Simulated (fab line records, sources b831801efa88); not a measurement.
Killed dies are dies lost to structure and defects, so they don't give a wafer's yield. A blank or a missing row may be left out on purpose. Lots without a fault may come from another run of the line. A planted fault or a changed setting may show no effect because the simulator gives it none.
Chamber matching | flow gf180mcu | GF_SAB_CVD_00 on pecvd-01: 3 sister chambers
The step deposits SiO2 from TEOS, target thk 50 nm, time 4.9302 s. 6 wafers are shown with their chamber, then 8 later ones without.

WAFERS WITH THEIR CHAMBER
wafer  | chamber | rf_fwd_power_W (W) | heater_power_w (W)
L954.5 | 2       | 587.2              | 820
L956.6 | 2       | 589.3              | 692
L962.1 | 0       | 592.2              | 744
L962.2 | 1       | 580.8              | 872
L962.5 | 0       | 591.7              | 765
L971.1 | 1       | 581.6              | 804

WAFERS WITHOUT THEIR CHAMBER
wafer  | rf_fwd_power_W (W) | heater_power_w (W)
L971.4 | 584.4              | 815
L971.5 | 590.2              | 825
L973.3 | 585.4              | 819
L973.4 | 586.7              | 825
L973.6 | 587.5              | 803
L977.3 | 584.6              | 876
L977.4 | 583.9              | 898
L977.6 | 590.2              | 842

WHICH CHAMBER EACH WENT THROUGH
wafer  | from the rows above     | in truth
L971.4 | can't be placed: 1 or 2 | 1
L971.5 | can't be placed: 0 or 2 | 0
L973.3 | can't be placed: 2 or 1 | 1
L973.4 | 2                       | 2
L973.6 | 2                       | 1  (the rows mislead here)
L977.3 | can't be placed: 1 or 2 | 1
L977.4 | 1                       | 1
L977.6 | can't be placed: 0 or 2 | 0
Placed correctly: 2 of 8. Can't be placed from these rows: 5 (the true chamber is among the candidates in 5). Placed wrongly: 1.
How it was worked out, from the rows above alone: a wafer's distance from a chamber is the root of the sum, over the readings, of the square of ((its reading less the chamber's mean) divided by the reading's scatter). The wafer belongs to the nearest chamber; if the next one is less than 2 further off, it can't be placed. A chamber's mean is the mean of its shown wafers. The scatter: the root of (the sum of the squares of (reading less its chamber's mean) over the shown wafers, divided by (wafers less chambers)).
